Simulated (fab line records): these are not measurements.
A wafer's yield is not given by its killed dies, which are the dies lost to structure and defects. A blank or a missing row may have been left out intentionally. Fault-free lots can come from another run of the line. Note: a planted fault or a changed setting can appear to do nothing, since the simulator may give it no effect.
2 desks looking at one fault || flow gf180mcu || numbers are kept per desk, each desk with only its own; the story behind them comes last

THE METROLOGY DESK
Means of the sampled wafers that have a number, per lot and without regard to the tool the lot ran on: this is what the gauges read. Marked OUT: a lot whose mean sits more than 4 standard deviations from the usual mean, which makes it out of limits; the brackets give that distance.
Columns: A = STI_OXIDATION_THK at GF_STI_THK_MEAS_02, usual 9.83 nm; B = cd_nm at GF_STI_CD_MEAS_12, usual 219.8 nm; C = MVSD_RS at GF_VT_IMPLANT_RS_MEAS_46, usual 456.7 ohm/sq
{"lot": "L934", "first seen here": "day 1 12:28", "A": 9.69, "B": 221.3, "C": 458.0}
{"lot": "L935", "first seen here": "day 1 16:31", "A": 9.86, "B": 221.7, "C": 457.1}
{"lot": "L938", "first seen here": "day 2 07:53", "A": 9.73, "B": 222.9, "C": 456.4}
{"lot": "L940", "first seen here": "day 2 18:02", "A": 9.75, "B": 220.8, "C": 457.2}
{"lot": "L943", "first seen here": "day 3 08:52", "A": 9.87, "B": 219.4, "C": 456.6}
{"lot": "L944", "first seen here": "day 3 13:31", "A": 10.19, "B": 218.9, "C": 456.8}
{"lot": "L945", "first seen here": "day 3 18:34", "A": 9.74, "B": 217.1, "C": 455.7}
{"lot": "L949", "first seen here": "day 4 14:31", "A": 9.71, "B": 219.7, "C": 457.0}
{"lot": "L950", "first seen here": "day 4 19:32", "A": 9.87, "B": 219.5, "C": "418.2 (-30) OUT"}
{"lot": "L951", "first seen here": "day 5 01:31", "A": 9.99, "B": 218.6, "C": 457.8}
{"lot": "L952", "first seen here": "day 5 05:31", "A": 9.89, "B": 220.9, "C": "420.1 (-28) OUT"}
{"lot": "L957", "first seen here": "day 6 06:31", "A": 10.00, "B": 219.1, "C": 455.1}
This desk finds L950, L952 out of limits, with the earliest case on L950 at day 12 02:44 (MVSD_RS at GF_VT_IMPLANT_RS_MEAS_46). In limits: L934, L935, L938, L940, L943, L944, L945, L949, L951, L957.

THE TOOL OWNER'S DESK: implanter-03
The tool's own readings at GF_MVSD_IMPLANT_08, given as means over the sampled wafers that have a number, one for each lot that went through this tool. Marked OUT: a lot whose mean sits more than 4 standard deviations from the usual mean, which makes it out of limits; the brackets give that distance.
Columns: A = beam_on_s at GF_MVSD_IMPLANT_08, usual 9.98 s; B = dose_ions_cm2 at GF_MVSD_IMPLANT_08, usual 1.5997e+13; C = end_station_pressure_torr at GF_MVSD_IMPLANT_08, usual 5.04e-06 Torr; D = faraday_current_uA at GF_MVSD_IMPLANT_08, usual 90.4
{"lot": "L938", "first seen here": "day 5 08:40", "A": 9.89, "B": 1.6009e+13, "C": 5.21e-06, "D": 91.0}
{"lot": "L940", "first seen here": "day 5 22:40", "A": 9.90, "B": 1.5989e+13, "C": 4.90e-06, "D": 91.0}
{"lot": "L945", "first seen here": "day 7 03:55", "A": 9.98, "B": 1.5989e+13, "C": 5.05e-06, "D": 90.8}
{"lot": "L950", "first seen here": "day 8 09:08", "A": "11.43 (+7.6) OUT", "B": 1.5994e+13, "C": "8.95e-05 (+99 or more) OUT", "D": "78.5 (-7.0) OUT"}
{"lot": "L952", "first seen here": "day 8 18:34", "A": "11.70 (+9.1) OUT", "B": 1.5985e+13, "C": "8.37e-05 (+99 or more) OUT", "D": "76.8 (-8.0) OUT"}
This desk's verdict: out of limits on L950, L952, starting with L950 at day 8 09:08 (beam_on_s at GF_MVSD_IMPLANT_08). In limits: L938, L940, L945.

ALL TOGETHER
At day 8 09:08, on L950, L952, the tool owner's desk was in a position to raise an alarm.
The metrology desk could have raised an alarm at day 12 02:44, on L950, L952.
Every lot named ran GF_MVSD_IMPLANT_08 on implanter-03.

WHAT THE SIMULATOR PUT IN
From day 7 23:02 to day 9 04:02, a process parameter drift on implanter-03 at GF_MVSD_IMPLANT_08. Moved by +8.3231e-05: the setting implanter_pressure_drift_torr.
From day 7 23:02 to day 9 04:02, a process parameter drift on implanter-03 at GF_MVSD_IMPLANT_08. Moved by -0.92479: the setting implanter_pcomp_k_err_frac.
Lots struck among those shown: L950, L952.
Counting hours from when the fault started, the first reading out of limits came at 10 for the tool owner's desk and at 100 for the metrology desk.
